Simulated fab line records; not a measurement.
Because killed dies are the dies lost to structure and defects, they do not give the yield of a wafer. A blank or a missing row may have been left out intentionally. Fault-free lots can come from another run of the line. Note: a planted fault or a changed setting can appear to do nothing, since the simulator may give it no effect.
fab line records	flow gf180mcu
record lots=7	wafers=21	last_day=34
route steps=602 shown NWELL@44 LVPWELL@54
lots with no fault: from the same line, run without faults
start_h: hours from the record's opening day to when the first of the lot's shown wafers began	wait_h: hours elapsed since this lot's preceding step	" identical to the entry in the row above	L1.1+2: a row that stands for several wafers	- no value, or no start was given	* or withheld: withheld	< > ~ a bound
route shown NAME@n: a module of which the file shows steps, and the number in the route of the first	usual: mean and standard deviation over wafers with no fault	same: alike in all rows	chamber/n: place in a boat	sites: readings site by site	_std_site: standard deviation of those values	_edge_site: outer sites' mean less inner sites'	radius_mm: how far each site lies from the wafer's centre	mask NAME#n: copy n	behind: the last tool/chamber to shape the wafer	hold: reason for holding the lot/hours on hold/outcome of the hold	device: transistor that didn't switch, given as n, p or np	end of line: the same wafers' tests at the end of the route	where a step has no rows: the recipe by itself	killed: the dies lost at the first sort to structure and to defects; this is not the yield of the wafer	map: a wafer's dies, x killed, . not, _ none there
set.NAME: the setting that was run; set.NAME@STEP: the one run at that earlier step	model.NAME: the simulator's own value behind a step, which no gauge read
lots seen at some steps along the route; tables by step, rows by wafer
services: a tool's chamber out of use, with start hour (start_h, from the record's first day; less than 0 if before it), hours out, and reason
## steps
# step GF_NWELL_COAT_02
# recipe spin_rpm=2000	resist_thk_nm=3000
# step GF_NWELL_SOFTBAKE_03
# recipe temp_c=110	time_s=withheld
# step GF_NWELL_EXPOSE_04
# recipe mask_id=Nwell	target_cd_nm=860	na=0.6	source_shape=conventional	sigma_outer=0.6	dose_mj=260
# step GF_NWELL_PEB_05
# recipe temp_c=115	time_s=withheld
# step GF_NWELL_DEVELOP_06
# recipe wall_angle_deg=90	develop_time_s=60	dev_temp_c=22.61
# step GF_NWELL_OVL_MEAS_07
# usual NWELL_OVL=0.8/1.2
lot.wafer	tool	chamber	start_h	wait_h	NWELL_OVL[nm]
L634.2	overlay-02	-	66.39	-	1.0
L634.3	"	-	"	"	0.7
L634.5	"	-	"	"	1.2
L640.1	overlay-02	-	100.28	-	0.6
L640.2	"	-	"	"	0.2
L640.6	"	-	"	"	0.4
L645.2	overlay-01	-	124.68	-	-0.8
L645.3	"	-	"	"	0.5
L645.4	"	-	"	"	-0.9
L646.1	overlay-02	-	130.33	-	1.1
L646.3	"	-	"	"	2.1
L646.6	"	-	"	"	0.4
L648.1	overlay-01	-	143.83	-	1.0
L648.2	"	-	"	"	-0.1
L648.4	"	-	"	"	-0.1
L649.1	overlay-01	-	148.58	-	1.5
L649.3	"	-	"	"	2.6
L649.6	"	-	"	"	2.9
L655.2	overlay-02	-	181.33	-	0.2
L655.5	"	-	"	"	1.3
L655.6	"	-	"	"	1.1
# step GF_NWELL_IMPLANT_08
# recipe species=P	energy_kev=450	dose_cm2=1.5e+13	tilt_deg=0
# step GF_NWELL_IMPLANT_09
# recipe species=P	energy_kev=160	dose_cm2=4e+12	tilt_deg=0
# step GF_NWELL_STRIP_10
# recipe chemistry=O2/N2	power_w=1400	pressure_mtorr=1500	platen_temp_c=250	o2_flow_sccm=3000	n2_flow_sccm=300	overash_fraction=0.5
# usual drypump_motor_current_A=6.0/0.48	heater_power_w=330/14	o2_flow_sccm=3000/9.8	oes_product_au=0.722/0.0043	strip_time_to_endpoint_s=36.93/0.1
lot.wafer	tool	chamber	start_h	wait_h	drypump_motor_current_A	heater_power_w	o2_flow_sccm	oes_product_au	rf_hours_counter_h	strip_time_to_endpoint_s
L634.2	plasma_asher-01	0	66.72	0.1	6.6	334	3014	0.722	43	36.86
L634.3	"	1	"	"	6.2	324	2997	0.726	-	36.85
L634.5	"	0	"	"	6.6	330	3015	0.719	-	37.02
L640.1	plasma_asher-04	1	100.61	0.1	6.6	348	3002	0.724	43	36.84
L640.2	"	0	"	"	6.3	342	3005	0.716	43	36.82
L640.6	"	0	"	"	6.3	353	3000	0.724	-	36.90
L645.2	plasma_asher-03	1	125.01	0.1	5.5	324	3002	0.716	36	36.93
L645.3	"	1	"	"	5.5	321	3007	0.729	-	36.98
L645.4	"	0	"	"	5.5	317	3006	0.728	-	36.90
L646.1	plasma_asher-01	1	130.66	0.1	6.2	342	2986	0.725	2	36.87
L646.3	"	0	"	"	6.6	327	3023	0.729	-	36.97
L646.6	"	1	"	"	6.2	350	2973	0.719	-	36.86
L648.1	plasma_asher-03	0	144.16	0.1	5.5	312	3015	0.717	38	36.80
L648.2	"	1	"	"	5.5	313	3004	0.723	38	36.93
L648.4	"	1	"	"	5.5	322	3011	0.725	-	36.97
L649.1	plasma_asher-04	0	148.91	0.1	6.3	349	2994	0.721	44	36.99
L649.3	"	0	"	"	6.3	350	2992	0.715	-	36.96
L649.6	"	0	"	"	6.3	350	2987	0.714	-	36.86
L655.2	plasma_asher-03	1	181.66	0.1	5.5	321	3028	0.726	42	37.07
L655.5	"	1	"	"	5.5	326	3009	0.730	-	36.99
L655.6	"	0	"	"	5.5	315	2995	0.728	-	37.04
# step GF_NWELL_TW_MEAS_11
# usual NWELL_TW=1570/15
lot.wafer	tool	chamber	start_h	wait_h	NWELL_TW
L634.2	film_metro-04	-	66.83	0.1	1559
L634.3	"	-	"	"	1555
L634.5	"	-	"	"	1546
L640.1	film_metro-03	-	100.71	0.1	1578
L640.2	"	-	"	"	1595
L640.6	"	-	"	"	1588
L645.2	film_metro-01	-	125.12	0.1	1576
L645.3	"	-	"	"	1584
L645.4	"	-	"	"	1569
L646.1	film_metro-01	-	130.76	0.1	1572
L646.3	"	-	"	"	1573
L646.6	"	-	"	"	1571
L648.1	film_metro-03	-	144.26	0.1	1579
L648.2	"	-	"	"	1588
L648.4	"	-	"	"	1575
L649.1	film_metro-03	-	149.01	0.1	1577
L649.3	"	-	"	"	1577
L649.6	"	-	"	"	1581
L655.2	film_metro-03	-	181.77	0.1	1591
L655.5	"	-	"	"	1589
L655.6	"	-	"	"	1589
# step GF_LVPWELL_DEHYDRATE_00
# recipe temp_c=200	time_s=60
# step GF_LVPWELL_HMDS_01
# recipe prime_time_s=60	prime_temp_c=120
# step GF_LVPWELL_COAT_02
# recipe spin_rpm=2000	resist_thk_nm=3000
lot.wafer	tool	chamber	start_h	wait_h	model.coat_of_LVPWELL_COAT_02.thk_nm
L634.2+3	litho_track-01	0	73.30	0.1	2998
L634.5	"	0	"	"	2994
L640.1	litho_track-01	0	106.78	0.1	2997
L640.2	"	0	"	"	3006
L640.6	"	0	"	"	2984
L645.2	litho_track-01	0	132.80	0.1	957.8
L645.3	"	0	"	"	958.6
L645.4	"	0	"	"	957.7
L646.1	litho_track-01	0	137.88	0.1	955.7
L646.3	"	0	"	"	957.8
L646.6	"	0	"	"	957.1
L648.1	litho_track-01	0	151.73	0.1	952.7
L648.2	"	0	"	"	953.1
L648.4	"	0	"	"	951.5
L649.1	litho_track-04	0	156.13	0.1	2995
L649.3	"	0	"	"	3000
L649.6	"	0	"	"	3004
L655.2+6	litho_track-04	0	189.70	0.1	2998
L655.5	"	0	"	"	2988
# step GF_LVPWELL_SOFTBAKE_03
# recipe temp_c=110	time_s=withheld
# step GF_LVPWELL_EXPOSE_04
# recipe mask_id=LVPWELL	target_cd_nm=600	na=0.6	source_shape=conventional	sigma_outer=0.6	dose_mj=260
# step GF_LVPWELL_PEB_05
# recipe temp_c=115	time_s=withheld
# step GF_LVPWELL_DEVELOP_06
# recipe wall_angle_deg=90	develop_time_s=60	dev_temp_c=23
# same develop_time_s=60
lot.wafer	tool	chamber	start_h	wait_h	model.coat_of_LVPWELL_COAT_02.thk_nm
L634.2+3	litho_track-04	0	-	-	2997
L634.5	"	0	"	"	2993
L640.1	litho_track-01	0	-	-	2996
L640.2	"	0	"	"	3005
L640.6	"	0	"	"	2983
L645.2	litho_track-03	0	-	-	956.8
L645.3	"	0	"	"	957.6
L645.4	"	0	"	"	956.7
L646.1	litho_track-04	0	-	-	954.6
L646.3	"	0	"	"	956.7
L646.6	"	0	"	"	956.1
L648.1	litho_track-01	0	-	-	951.7
L648.2	"	0	"	"	952
L648.4	"	0	"	"	950.4
L649.1	litho_track-03	0	-	-	2994
L649.3	"	0	"	"	2998
L649.6	"	0	"	"	3003
L655.2+6	litho_track-04	0	-	-	2997
L655.5	"	0	"	"	2987
# step GF_LVPWELL_OVL_MEAS_07
# usual LVPWELL_OVL=-0.2/1.4
lot.wafer	tool	chamber	start_h	wait_h	LVPWELL_OVL[nm]
L634.2	overlay-02	-	80.08	-	-1.7
L634.3	"	-	"	"	-1.5
L634.5	"	-	"	"	-0.7
L640.1	overlay-02	-	114.23	-	-1.3
L640.2	"	-	"	"	-1.3
L640.6	"	-	"	"	-1.6
L645.2	overlay-01	-	140.50	-	3.1
L645.3	"	-	"	"	1.8
L645.4	"	-	"	"	2.5
L646.1	overlay-02	-	145.93	-	-1.1
L646.3	"	-	"	"	0.2
L646.6	"	-	"	"	1.0
L648.1	overlay-02	-	159.58	-	2.2
L648.2	"	-	"	"	2.5
L648.4	"	-	"	"	1.3
L649.1	overlay-01	-	163.94	-	1.6
L649.3	"	-	"	"	1.9
L649.6	"	-	"	"	0.5
L655.2	overlay-01	-	198.33	-	-0.6
L655.5	"	-	"	"	-0.8
L655.6	"	-	"	"	-0.1
# step GF_LVPWELL_IMPLANT_08
# recipe species=B	energy_kev=170	dose_cm2=1.5e+13	tilt_deg=0
# step GF_LVPWELL_IMPLANT_09
# recipe species=B	energy_kev=60	dose_cm2=5e+12	tilt_deg=0
# step GF_LVPWELL_STRIP_10
# recipe chemistry=O2/N2	power_w=1400	pressure_mtorr=1500	platen_temp_c=250	o2_flow_sccm=3000	n2_flow_sccm=300	overash_fraction=0.5
# usual drypump_motor_current_A=6.1/0.39	heater_power_w=364/33	o2_flow_sccm=3000/8.8	oes_product_au=0.722/0.0045	strip_time_to_endpoint_s=36.90/0.11
lot.wafer	tool	chamber	start_h	wait_h	drypump_motor_current_A	heater_power_w	o2_flow_sccm	oes_product_au	rf_hours_counter_h	strip_time_to_endpoint_s
L634.2	plasma_asher-02	0	80.41	0.1	5.6	400	2992	0.713	42	36.94
L634.3	"	1	"	"	5.8	415	2995	0.718	-	36.92
L634.5	"	1	"	"	5.8	407	3017	0.715	-	36.86
L640.1	plasma_asher-02	1	114.56	0.1	5.8	408	3002	0.717	46	36.92
L640.2	"	0	"	"	5.6	385	2993	0.718	46	37.02
L640.6	"	0	"	"	5.6	381	3011	0.728	-	36.75
L645.2	plasma_asher-02	0	140.83	0.1	5.6	393	2997	0.718	50	12.93
L645.3	"	1	"	"	5.8	405	3006	0.718	-	12.97
L645.4	"	0	"	"	5.6	390	3000	0.712	-	12.92
L646.1	plasma_asher-02	1	146.26	0.1	5.8	407	2999	0.707	50	12.92
L646.3	"	0	"	"	5.6	391	2998	0.716	-	12.95
L646.6	"	1	"	"	5.8	414	2991	0.717	-	12.95
L648.1	plasma_asher-02	0	159.91	0.1	5.6	398	2988	0.716	52	12.89
L648.2	"	1	"	"	5.8	408	3009	0.714	52	12.89
L648.4	"	0	"	"	5.6	397	2992	0.716	-	12.85
L649.1	plasma_asher-01	1	164.28	0.1	6.2	337	2986	0.724	6	36.89
L649.3	"	1	"	"	6.2	347	2997	0.727	-	36.96
L649.6	"	1	"	"	6.2	346	2987	0.718	-	37.01
L655.2	plasma_asher-02	0	198.66	0.1	5.6	399	2999	0.718	55	36.92
L655.5	"	0	"	"	5.6	388	2994	0.726	-	36.79
L655.6	"	1	"	"	5.8	420	3010	0.728	-	36.92
# step GF_LVPWELL_TW_MEAS_11
# usual LVPWELL_TW=557/4.8
lot.wafer	tool	chamber	start_h	wait_h	LVPWELL_TW
L634.2	film_metro-01	-	80.52	0.1	556
L634.3	"	-	"	"	558
L634.5	"	-	"	"	555
L640.1	film_metro-04	-	114.66	0.1	554
L640.2	"	-	"	"	553
L640.6	"	-	"	"	552
L645.2	film_metro-04	-	140.94	0.1	553
L645.3	"	-	"	"	551
L645.4	"	-	"	"	550
L646.1	film_metro-01	-	146.36	0.1	559
L646.3	"	-	"	"	558
L646.6	"	-	"	"	558
L648.1	film_metro-01	-	160.01	0.1	558
L648.2	"	-	"	"	555
L648.4	"	-	"	"	556
L649.1	film_metro-01	-	164.38	0.1	555
L649.3	"	-	"	"	557
L649.6	"	-	"	"	555
L655.2	film_metro-04	-	198.77	0.1	551
L655.5	"	-	"	"	551
L655.6	"	-	"	"	547
## services
tool	chamber	start_h	hours	kind
plasma_asher-04	-	48.33	4.0	repair
plasma_asher-02	-	73.98	1.3	repair
plasma_asher-04	-	102.50	33.7	repair
plasma_asher-01	-	108.75	9.0	pm
plasma_asher-01	0	108.75	9.0	vent_cycle
plasma_asher-01	1	108.75	9.0	vent_cycle
plasma_asher-01	0	117.75	-	clean
plasma_asher-01	1	117.75	-	clean
plasma_asher-03	-	189.92	0.3	repair
## key
first_sign step=GF_LVPWELL_STRIP_10	reading=strip_time_to_endpoint_s	direction=down	sigmas=99+	usual=*	struck=*
effect none on later readings
model_effect step=GF_LVPWELL_COAT_02	value=coat_of_LVPWELL_COAT_02.thk_nm	without=2988	struck=955.8
model_effect step=GF_LVPWELL_DEVELOP_06	value=coat_of_LVPWELL_COAT_02.thk_nm	without=2987	struck=954.7
met_at GF_LVPWELL_COAT_02
struck_wafers L645.2,L645.3,L645.4,L646.1,L646.3,L646.6,L648.1,L648.2,L648.4
sort_left_out L645.2,L645.3,L645.4,L646.1,L646.3,L646.6,L648.1,L648.2,L648.4
tester_left_out L645,L646,L648
onset_between 106.78 132.80
fault kind=process_parameter_drift	tool=litho_track-01	chamber=-	onset_h=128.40	steps=GF_LVPWELL_COAT_02	channel=resist_thk_nm	offset=*	shape=step	end_h=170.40	acts_in=*	stated=*
# tester_left_out: of these lots the tester's yield and bins aren't shown, on N5 and GAA mostly nor the transistor test; their killed dies are dies lost to structure and defects alone, not to doping, threshold or leakage, so they don't give the yield
# sort_left_out: the simulated sort isn't trusted on such a fault, so these wafers' sort isn't shown, and their yield isn't known
